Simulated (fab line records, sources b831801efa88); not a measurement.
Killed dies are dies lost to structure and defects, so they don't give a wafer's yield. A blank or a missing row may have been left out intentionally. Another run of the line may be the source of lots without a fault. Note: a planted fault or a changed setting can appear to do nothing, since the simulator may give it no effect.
Which tool did it? / flow gf180mcu / Sampling: 14 lots, 42 wafers, 4 of 602 route steps

== WHAT THE GAUGES SHOWED, per wafer ==
GF_V4_THK_MEAS_03.
lot=L155; measured=day 24 09:52; on=film-metro-02; V4_CVD_02_THK (nm)=849 862 849
lot=L156; measured=day 24 19:10; on=film-metro-01; V4_CVD_02_THK (nm)=845 858 855
lot=L159; measured=day 25 16:43; on=film-metro-01; V4_CVD_02_THK (nm)=863 841 871
lot=L161; measured=day 26 03:21; on=film-metro-02; V4_CVD_02_THK (nm)=855 845 843
lot=L166; measured=day 27 18:20; on=film-metro-02; V4_CVD_02_THK (nm)=846 853 841
lot=L170; measured=day 28 21:17; on=film-metro-02; V4_CVD_02_THK (nm)=857 876 864
lot=L171; measured=day 29 02:13; on=film-metro-03; V4_CVD_02_THK (nm)=834 837 856
lot=L172; measured=day 29 10:33; on=film-metro-03; V4_CVD_02_THK (nm)=845 852 869
lot=L173; measured=day 29 15:28; on=film-metro-02; V4_CVD_02_THK (nm)=854 839 853
lot=L174; measured=day 30 01:35; on=film-metro-01; V4_CVD_02_THK (nm)=844 848 854
lot=L175; measured=day 30 09:21; on=film-metro-03; V4_CVD_02_THK (nm)=860 859 843
lot=L176; measured=day 30 10:21; on=film-metro-01; V4_CVD_02_THK (nm)=863 856 862

== WHICH TOOL RAN EACH LOT (tool, then ch and the chambers of the sampled wafers, then the start) ==
lot=L155; GF_M4_SPUTTER_00=pvd-sputter-03, day 23 10:29; GF_M4_DEVELOP_13=litho-track-01 ch 0, day 24 08:41; GF_M4_METAL_ETCH_16=rie-metal-03 ch 0,1, day 24 08:59
lot=L156; GF_M4_SPUTTER_00=pvd-sputter-01, day 23 20:19; GF_M4_DEVELOP_13=litho-track-02 ch 0, day 24 17:56; GF_M4_METAL_ETCH_16=rie-metal-04 ch 0,1, day 24 18:14
lot=L159; GF_M4_SPUTTER_00=pvd-sputter-01, day 24 18:02; GF_M4_DEVELOP_13=litho-track-04 ch 0, day 25 15:33; GF_M4_METAL_ETCH_16=rie-metal-04 ch 0,1, day 25 15:51
lot=L161; GF_M4_SPUTTER_00=pvd-sputter-02, day 25 05:14; GF_M4_DEVELOP_13=litho-track-04 ch 0, day 26 02:13; GF_M4_METAL_ETCH_16=rie-metal-03 ch 0,1, day 26 02:30
lot=L164; GF_M4_SPUTTER_00=pvd-sputter-03, day 26 05:13; GF_M4_DEVELOP_13=litho-track-02, day 27 02:58; GF_M4_METAL_ETCH_16=rie-metal-01 ch 0,1, day 27 03:14
lot=L165; GF_M4_SPUTTER_00=pvd-sputter-02, day 26 16:10; GF_M4_DEVELOP_13=litho-track-01, day 27 12:53; GF_M4_METAL_ETCH_16=rie-metal-04 ch 0,1, day 27 13:11
lot=L166; GF_M4_SPUTTER_00=pvd-sputter-02, day 26 20:49; GF_M4_DEVELOP_13=litho-track-02 ch 0, day 27 17:08; GF_M4_METAL_ETCH_16=rie-metal-01 ch 0, day 27 17:26
lot=L170; GF_M4_SPUTTER_00=pvd-sputter-02, day 28 01:10; GF_M4_DEVELOP_13=litho-track-01 ch 0, day 28 20:05; GF_M4_METAL_ETCH_16=rie-metal-04 ch 0, day 28 20:23
lot=L171; GF_M4_SPUTTER_00=pvd-sputter-02, day 28 06:09; GF_M4_DEVELOP_13=litho-track-01 ch 0, day 29 01:04; GF_M4_METAL_ETCH_16=rie-metal-03 ch 0,1, day 29 01:20
lot=L172; GF_M4_SPUTTER_00=pvd-sputter-01, day 28 14:28; GF_M4_DEVELOP_13=litho-track-01 ch 0, day 29 09:19; GF_M4_METAL_ETCH_16=rie-metal-01 ch 0,1, day 29 09:35
lot=L173; GF_M4_SPUTTER_00=pvd-sputter-03, day 28 19:43; GF_M4_DEVELOP_13=litho-track-04 ch 0, day 29 14:16; GF_M4_METAL_ETCH_16=rie-metal-03 ch 0,1, day 29 14:33
lot=L174; GF_M4_SPUTTER_00=pvd-sputter-01, day 29 05:46; GF_M4_DEVELOP_13=litho-track-02 ch 0, day 30 00:08; GF_M4_METAL_ETCH_16=rie-metal-04 ch 0,1, day 30 00:26
lot=L175; GF_M4_SPUTTER_00=pvd-sputter-03, day 29 13:20; GF_M4_DEVELOP_13=litho-track-02 ch 0, day 30 08:11; GF_M4_METAL_ETCH_16=rie-metal-03 ch 0,1, day 30 08:29
lot=L176; GF_M4_SPUTTER_00=pvd-sputter-01, day 29 15:01; GF_M4_DEVELOP_13=litho-track-01 ch 0, day 30 09:11; GF_M4_METAL_ETCH_16=rie-metal-03 ch 0,1, day 30 09:29
- GF_M4_SPUTTER_00: material Ti, target thk 37.5 nm, time 150 s.
- GF_M4_DEVELOP_13: develop time 60 s.
- GF_M4_METAL_ETCH_16: etches the open film in Cl2/BCl3, stops on SiO2, target depth 750.8 nm, time 125.1 s.

== WHAT THE TOOLS THEMSELVES READ (means of the sampled wafers that have a number; where no wafer has one, the mark that the record gives instead) ==
GF_M4_SPUTTER_00.
lot=L155; tool=pvd-sputter-03; throttle-valve-pct (%)=30.5
lot=L156; tool=pvd-sputter-01; throttle-valve-pct (%)=28.8
lot=L159; tool=pvd-sputter-01; throttle-valve-pct (%)=29.1
lot=L161; tool=pvd-sputter-02; throttle-valve-pct (%)=30.2
lot=L164; tool=pvd-sputter-03; throttle-valve-pct (%)=29.3
lot=L165; tool=pvd-sputter-02; throttle-valve-pct (%)=30.2
lot=L166; tool=pvd-sputter-02; throttle-valve-pct (%)=30.7
lot=L170; tool=pvd-sputter-02; throttle-valve-pct (%)=30.9
lot=L171; tool=pvd-sputter-02; throttle-valve-pct (%)=30.2
lot=L172; tool=pvd-sputter-01; throttle-valve-pct (%)=29.5
lot=L173; tool=pvd-sputter-03; throttle-valve-pct (%)=30.9
lot=L174; tool=pvd-sputter-01; throttle-valve-pct (%)=28.7
lot=L175; tool=pvd-sputter-03; throttle-valve-pct (%)=30.4
lot=L176; tool=pvd-sputter-01; throttle-valve-pct (%)=29.0

GF_M4_DEVELOP_13.
lot=L155; tool=litho-track-01; chill-plate-temp-C (C)=23.07; developer-temp-C (C)=21.01
lot=L156; tool=litho-track-02; chill-plate-temp-C (C)=22.95; developer-temp-C (C)=21.05
lot=L159; tool=litho-track-04; chill-plate-temp-C (C)=22.96; developer-temp-C (C)=20.88
lot=L161; tool=litho-track-04; chill-plate-temp-C (C)=22.99; developer-temp-C (C)=21.01
lot=L164; tool=litho-track-02; chill-plate-temp-C (C)=-; developer-temp-C (C)=-
lot=L165; tool=litho-track-01; chill-plate-temp-C (C)=-; developer-temp-C (C)=-
lot=L166; tool=litho-track-02; chill-plate-temp-C (C)=22.96; developer-temp-C (C)=21.11
lot=L170; tool=litho-track-01; chill-plate-temp-C (C)=23.02; developer-temp-C (C)=20.92
lot=L171; tool=litho-track-01; chill-plate-temp-C (C)=22.89; developer-temp-C (C)=21.05
lot=L172; tool=litho-track-01; chill-plate-temp-C (C)=23.06; developer-temp-C (C)=21.01
lot=L173; tool=litho-track-04; chill-plate-temp-C (C)=22.89; developer-temp-C (C)=20.89
lot=L174; tool=litho-track-02; chill-plate-temp-C (C)=23.00; developer-temp-C (C)=21.00
lot=L175; tool=litho-track-02; chill-plate-temp-C (C)=22.88; developer-temp-C (C)=21.17
lot=L176; tool=litho-track-01; chill-plate-temp-C (C)=23.08; developer-temp-C (C)=21.16

GF_M4_METAL_ETCH_16.
lot=L155; tool=rie-metal-03; drypump-motor-current-A (A)=5.3; oes-product-au (a.u.)=0.988; throttle-valve-pct (%)=28.212
lot=L156; tool=rie-metal-04; drypump-motor-current-A (A)=6.1; oes-product-au (a.u.)=0.984; throttle-valve-pct (%)=28.233
lot=L159; tool=rie-metal-04; drypump-motor-current-A (A)=5.9; oes-product-au (a.u.)=0.984; throttle-valve-pct (%)=28.236
lot=L161; tool=rie-metal-03; drypump-motor-current-A (A)=5.2; oes-product-au (a.u.)=0.998; throttle-valve-pct (%)=28.232
lot=L164; tool=rie-metal-01; drypump-motor-current-A (A)=6.4; oes-product-au (a.u.)=0.993; throttle-valve-pct (%)=28.221
lot=L165; tool=rie-metal-04; drypump-motor-current-A (A)=5.9; oes-product-au (a.u.)=0.986; throttle-valve-pct (%)=28.233
lot=L166; tool=rie-metal-01; drypump-motor-current-A (A)=6.6; oes-product-au (a.u.)=0.998; throttle-valve-pct (%)=28.227
lot=L170; tool=rie-metal-04; drypump-motor-current-A (A)=6.2; oes-product-au (a.u.)=0.994; throttle-valve-pct (%)=28.224
lot=L171; tool=rie-metal-03; drypump-motor-current-A (A)=5.3; oes-product-au (a.u.)=0.998; throttle-valve-pct (%)=28.226
lot=L172; tool=rie-metal-01; drypump-motor-current-A (A)=6.4; oes-product-au (a.u.)=0.989; throttle-valve-pct (%)=28.231
lot=L173; tool=rie-metal-03; drypump-motor-current-A (A)=5.3; oes-product-au (a.u.)=0.993; throttle-valve-pct (%)=28.225
lot=L174; tool=rie-metal-04; drypump-motor-current-A (A)=5.9; oes-product-au (a.u.)=0.984; throttle-valve-pct (%)=28.238
lot=L175; tool=rie-metal-03; drypump-motor-current-A (A)=5.3; oes-product-au (a.u.)=0.994; throttle-valve-pct (%)=28.236
lot=L176; tool=rie-metal-03; drypump-motor-current-A (A)=5.1; oes-product-au (a.u.)=0.993; throttle-valve-pct (%)=28.234

== THE ANSWER, worked out from the rows above alone ==
Rule: the lots themselves supply what counts as usual. Put in order of their means at a reading, lots are off if they are a third of the lots or fewer, leave a main group of 4 or more, and stand apart from it by a gap of 3 or more times the standard deviation of the main group's means; of several such gaps the widest counts. The tables above print the reading to a certain number of digits; a main group whose means all agree to those digits is not used. A lot without any number at a reading at which 4 lots or more have one is off too. Where the step has rows for the other lots, those lots are counted as sound. After the gauges, taken in route order, come the tools' own readings; for these a lot's mean is taken, as printed above. At the first step where some lot is off, the reading lying furthest off is the one used; lots without a number count as furthest.
Off at GF_M4_DEVELOP_13 (chill-plate-temp-C): L164, L165. Without a number there: L164, L165. The main group has a mean of 22.98 C with a standard deviation of 0.067.
A tool fits if, at that step or a process step before it, it ran every lot that is off, and no sound lot after the first of them. None of those tried fits.

== WHAT HAD BEEN PUT IN BY THE SIMULATOR ==
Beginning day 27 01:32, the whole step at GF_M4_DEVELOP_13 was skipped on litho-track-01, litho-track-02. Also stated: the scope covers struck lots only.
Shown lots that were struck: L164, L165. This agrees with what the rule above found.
